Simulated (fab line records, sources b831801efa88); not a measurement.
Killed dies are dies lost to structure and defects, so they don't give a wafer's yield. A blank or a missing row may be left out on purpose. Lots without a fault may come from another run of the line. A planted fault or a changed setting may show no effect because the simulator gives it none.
A struck lot beside a sound one | flow sky130 | 16 steps out of a route of 708
Sound: wafers L696.3, L696.4, L696.6. Struck: wafer L699.6. (L699.1, L699.5 of the same lot were not struck and are left out.) The cause comes at the end.
At each step with rows: each side's tool, then ch and its chambers, then its first start. Under that, the readings that differ: sound wafers | struck wafers | difference of the means | sigmas: that difference in standard deviations of wafers without a fault.
alike: readings whose means differ by less than 2 such deviations, and words and numbers that are the same on both sides. not compared: withheld readings, readings that some wafer has no value for, bounds like >300 that may hide the same value, and numbers for which the record gives no deviation and whose values overlap.
The two part at a step that has a row with sigmas, a row that says differs or no value, or rows on one side only. Numbers that don't overlap but have no deviation are shown without sigmas and don't part them. A reading that every wafer of one side lacks parts them only if that side has two wafers or more.

first, 3 steps without rows for these wafers: SKY_METAL1_EXPOSE_12 (exposes mask MM1, target cd 140 nm); SKY_METAL1_PEB_13; SKY_METAL1_DEVELOP_14 (develop time 60 s).
SKY_METAL1_CD_MEAS_15: target cd 140 nm.
  sound on cd_sem-01, day 33 16:54; struck on cd_sem-02, day 34 17:06
  alike: cd_nm
SKY_METAL1_OVL_MEAS_16:
  sound on overlay-01, day 33 16:59; struck on overlay-01, day 34 17:13
  alike: METAL1_OVL
SKY_METAL1_DESCUM_17: chemistry O2, time 8 s.
  sound on rie_metal-02 ch 0,1, day 33 17:01; struck on rie_metal-03 ch 0, day 34 17:15
  alike: drypump_motor_current_A, oes_product_au
  not compared: rf_hours_counter_h
SKY_METAL1_ETCH_18: etches BARC in N2/H2, stops on SiO2, time 45.9 s, target depth 60 nm.
  sound on rie_metal-02 ch 0,1, day 33 17:04; struck on rie_metal-03 ch 0, day 34 17:19
  alike: drypump_motor_current_A, oes_product_au, throttle_valve_pct
  not compared: rf_hours_counter_h
SKY_METAL1_METAL_ETCH_19: etches the open film in Cl2/BCl3, stops on SiO2, target depth 360 nm, time 78 s.
  sound on rie_metal-02 ch 0,1, day 33 17:08; struck on rie_metal-03 ch 0, day 34 17:26
  alike: drypump_motor_current_A, oes_product_au, throttle_valve_pct
  not compared: rf_hours_counter_h
SKY_METAL1_STRIP_20: strips in O2/N2.
  sound on plasma_asher-03 ch 0,1, day 33 17:14; struck on plasma_asher-02 ch 1, day 34 17:37
  alike: drypump_motor_current_A, oes_product_au, strip_time_to_endpoint_s
  not compared: rf_hours_counter_h
then, 3 steps without rows for these wafers: SKY_METAL1_STRIP_21 (strips in post etch residue remover, time 1200 s); SKY_METAL1_CLEAN_22 (cleans in IPA, time 180 s); SKY_METAL1_CLEAN_23 (cleans in O3/DIW).
SKY_VIA1_HDPCVD_00: deposits SiO2, target thk 1030 nm, time 171.7 s.
  sound on hdpcvd-01 ch 0,1,2, day 33 17:48; struck on hdpcvd-01 ch 0, day 34 18:13
  reading                                  | sound             | struck | difference | sigmas
  run_length_s (s)                         | 199.1 200.3 199.2 | 194.5  | -5.0       | -10
  model.SiO2_of_VIA1_HDPCVD_00.thk_nm (nm) | 1014 1021 1015    | 973.8  | -42.9      |
SKY_VIA1_THK_MEAS_01:
  sound on film_metro-03, day 33 17:56; struck on film_metro-03, day 34 18:20
  reading              | sound          | struck | difference | sigmas
  VIA1_HDPCVD_THK (nm) | 1014 1021 1015 | 974    | -43        | -3
SKY_VIA1_CMP_02: polishes SiO2.
  sound on cmp-02 ch 0,3, day 33 18:01; struck on cmp-01 ch 2, day 34 18:23
  alike: motor_current_A
-- the record jumps here: 12 days lie between the struck wafers' starts before and after (it left off in module VIA1 and takes up again in module PAD_OPEN, whose first step shown is number 708 of the route) --
SKY_PAD_OPEN_PROBE_99:
  the record has rows for the struck wafers here (prober-02, day 47 06:11) and none for the sound ones

WHERE THEY PART
First at SKY_VIA1_HDPCVD_00; last, within this record, at SKY_PAD_OPEN_PROBE_99.

WHY: what the simulator had put in
Process parameter drift: hdpcvd-01, from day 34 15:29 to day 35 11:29, at SKY_VIA1_HDPCVD_00. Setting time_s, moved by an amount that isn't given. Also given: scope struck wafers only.
